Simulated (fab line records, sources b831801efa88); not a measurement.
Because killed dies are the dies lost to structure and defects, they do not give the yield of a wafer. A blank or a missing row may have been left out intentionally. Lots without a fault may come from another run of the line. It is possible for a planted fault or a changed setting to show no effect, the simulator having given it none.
Which of the tools did it? + flow sky130 + Sampling: 10 lots, 30 wafers, 5 of 708 route steps

WHAT EACH GAUGE READ, for each wafer
SKY_VIA4_RS_MEAS_19: measures by four-point-probe. Usual: VIA4_W_RS 0.2283 ohm/sq, standard deviation 0.0023.
| lot  | measured     | on            | VIA4_W_RS (ohm/sq)   | flag |
|------|--------------|---------------|----------------------|------|
| L808 | day 43 11:11 | film_metro-01 | 0.2265 0.2249 0.2279 |      |
| L812 | day 44 10:16 | film_metro-01 | 0.2290 0.2292 0.1347 | OFF  |
| L819 | day 45 23:40 | film_metro-02 | 0.2285 0.2289 0.2276 |      |
| L820 | day 46 10:27 | film_metro-01 | 0.2265 0.2276 0.2292 |      |
| L821 | day 46 13:05 | film_metro-01 | 0.2291 0.2299 0.2312 |      |
| L824 | day 47 07:13 | film_metro-02 | 0.2267 0.2239 0.2270 |      |
| L825 | day 47 12:57 | film_metro-01 | 0.2315 0.2278 0.2302 |      |
| L828 | day 48 06:44 | film_metro-03 | 0.2269 0.2264 0.2262 |      |
| L829 | day 48 09:53 | film_metro-03 | 0.2285 0.2303 0.2288 |      |
| L830 | day 48 16:46 | film_metro-02 | 0.2251 0.2261 0.2224 |      |

SKY_VIA4_THK_MEAS_20: measures by xrf. Usual: VIA4_W_THK 498 nm, standard deviation 6.3.
| lot  | measured     | on            | VIA4_W_THK (nm) | flag |
|------|--------------|---------------|-----------------|------|
| L808 | day 43 11:16 | film_metro-01 | 509 511 506     |      |
| L812 | day 44 10:23 | film_metro-01 | 499 496 843     | OFF  |
| L819 | day 45 23:47 | film_metro-02 | 494 491 496     |      |
| L820 | day 46 10:34 | film_metro-01 | 501 496 492     |      |
| L821 | day 46 13:11 | film_metro-01 | 493 494 488     |      |
| L824 | day 47 07:19 | film_metro-02 | 500 504 501     |      |
| L825 | day 47 13:04 | film_metro-01 | 490 496 494     |      |
| L828 | day 48 06:51 | film_metro-03 | 504 506 508     |      |
| L829 | day 48 10:01 | film_metro-03 | 503 500 500     |      |
| L830 | day 48 16:53 | film_metro-02 | 502 501 507     |      |

WHICH TOOL RAN EACH LOT (tool, then ch and the chambers of the sampled wafers, then the start)
| lot  | SKY_METAL2_STRIP_20                  | SKY_VIA2_CMP_02               | SKY_VIA4_CVD_18               |
|------|--------------------------------------|-------------------------------|-------------------------------|
| L808 | plasma_asher-02 ch 0,1, day 35 21:33 | cmp-02 ch 2,3, day 35 22:18   | cvd_w-01 ch 0,1, day 43 11:01 |
| L812 | plasma_asher-02 ch 0,1, day 36 23:16 | cmp-02 ch 2,3, day 37 00:04   | cvd_w-01 ch 0,1, day 44 10:07 |
| L819 | plasma_asher-03 ch 0,1, day 38 15:47 | cmp-02 ch 0,2,3, day 38 16:37 | cvd_w-02 ch 0,1, day 45 23:30 |
| L820 | plasma_asher-02 ch 0,1, day 39 04:47 | cmp-01 ch 1,2,3, day 39 05:37 | cvd_w-02 ch 0,1, day 46 10:17 |
| L821 | plasma_asher-03 ch 0,1, day 39 07:58 | cmp-01 ch 2,3, day 39 08:46   | cvd_w-02 ch 0,1, day 46 12:56 |
| L824 | plasma_asher-01 ch 0,1, day 40 09:19 | cmp-01 ch 0,3, day 40 10:06   | cvd_w-02 ch 0,1, day 47 07:04 |
| L825 | plasma_asher-02 ch 0,1, day 40 13:31 | cmp-02 ch 0,2,3, day 40 14:17 | cvd_w-02 ch 0,1, day 47 12:47 |
| L828 | plasma_asher-01 ch 0,1, day 41 12:56 | cmp-01 ch 1,2,3, day 41 13:46 | cvd_w-02 ch 0,1, day 48 06:35 |
| L829 | plasma_asher-02 ch 0,1, day 41 14:56 | cmp-01 ch 1,2,3, day 41 15:43 | cvd_w-01 ch 0,1, day 48 09:44 |
| L830 | plasma_asher-03 ch 0,1, day 42 01:05 | cmp-01 ch 0,2, day 42 01:55   | cvd_w-02 ch 0, day 48 16:36   |
- SKY_METAL2_STRIP_20: strips in O2/N2.
- SKY_VIA2_CMP_02: polishes SiO2.
- SKY_VIA4_CVD_18: deposits W, target thk 505 nm, time 152.14 s.

AS READ BY THE TOOLS THEMSELVES (means over the sampled wafers that have a number; for cases with no such wafer, the mark the record gives instead)
SKY_METAL2_STRIP_20. Usual: drypump_motor_current_A 5.59 A, standard deviation 0.19; o2_flow_sccm 2999 sccm, standard deviation 7.8; oes_product_au 0.344 a.u., standard deviation 0.0053; strip_time_to_endpoint_s 2.73 s, standard deviation 0.075.
| lot  | tool            | drypump_motor_current_A (A) | o2_flow_sccm (sccm) | oes_product_au (a.u.) | strip_time_to_endpoint_s (s) | flag |
|------|-----------------|-----------------------------|---------------------|-----------------------|------------------------------|------|
| L808 | plasma_asher-02 | 5.51                        | 2999                | 0.348                 | 2.80                         |      |
| L812 | plasma_asher-02 | 5.51                        | 2999                | 0.341                 | 2.63                         |      |
| L819 | plasma_asher-03 | 5.66                        | 3004                | 0.343                 | 2.66                         |      |
| L820 | plasma_asher-02 | 5.45                        | 2996                | 0.346                 | 2.67                         |      |
| L821 | plasma_asher-03 | 5.68                        | 2993                | 0.337                 | 2.70                         |      |
| L824 | plasma_asher-01 | 5.60                        | 2998                | 0.349                 | 2.75                         |      |
| L825 | plasma_asher-02 | 5.50                        | 3000                | 0.341                 | 2.69                         |      |
| L828 | plasma_asher-01 | 5.61                        | 2992                | 0.340                 | 2.64                         |      |
| L829 | plasma_asher-02 | 5.53                        | 2995                | 0.343                 | 2.71                         |      |
| L830 | plasma_asher-03 | 5.66                        | 3007                | 0.352                 | 2.76                         |      |

SKY_VIA2_CMP_02. Usual: edge_zone_pressure_frac 1.000, standard deviation 0.005; motor_current_A 12.2 A, standard deviation 1.4.
| lot  | tool   | edge_zone_pressure_frac | motor_current_A (A) | flag |
|------|--------|-------------------------|---------------------|------|
| L808 | cmp-02 | 1.002                   | 13.4                |      |
| L812 | cmp-02 | 0.999                   | 14.3                |      |
| L819 | cmp-02 | 1.001                   | 13.9                |      |
| L820 | cmp-01 | 1.001                   | 11.2                |      |
| L821 | cmp-01 | 0.998                   | 10.8                |      |
| L824 | cmp-01 | 0.998                   | 11.5                |      |
| L825 | cmp-02 | 1.004                   | 14.3                |      |
| L828 | cmp-01 | 0.998                   | 11.2                |      |
| L829 | cmp-01 | 1.001                   | 11.0                |      |
| L830 | cmp-01 | 1.007                   | 11.2                |      |

SKY_VIA4_CVD_18. Usual: heater_power_w reads 800 W (standard deviation 47).
| lot  | tool     | heater_power_w (W) | flag |
|------|----------|--------------------|------|
| L808 | cvd_w-01 | 808                |      |
| L812 | cvd_w-01 | 828                |      |
| L819 | cvd_w-02 | 783                |      |
| L820 | cvd_w-02 | 810                |      |
| L821 | cvd_w-02 | 809                |      |
| L824 | cvd_w-02 | 780                |      |
| L825 | cvd_w-02 | 771                |      |
| L828 | cvd_w-02 | 816                |      |
| L829 | cvd_w-01 | 826                |      |
| L830 | cvd_w-02 | 843                |      |

THE ANSWER, worked out from the rows above alone
Rule: a lot counts as off when the mean over its wafers that have a number is more than 3 standard deviations away from the usual mean. A lot without any number at a reading at which 4 lots or more have one is off too. Any other lot the step has rows for is counted as sound. After the gauges, taken in route order, come the tools' own readings; for these a lot's mean is taken, as printed above. The first step at which some lot is off is used, and at that step the reading that is off furthest; a lot without a number counts as furthest.
Off: L812, seen at SKY_VIA4_RS_MEAS_19 (VIA4_W_RS).
If a tool, at a process step before that reading, ran all the lots that are off and no sound lot after the first of them, it fits. The gauges at SKY_VIA4_RS_MEAS_19 are tried like those tools. No candidate that was tried fits.

WHAT WAS PUT IN BY THE SIMULATOR
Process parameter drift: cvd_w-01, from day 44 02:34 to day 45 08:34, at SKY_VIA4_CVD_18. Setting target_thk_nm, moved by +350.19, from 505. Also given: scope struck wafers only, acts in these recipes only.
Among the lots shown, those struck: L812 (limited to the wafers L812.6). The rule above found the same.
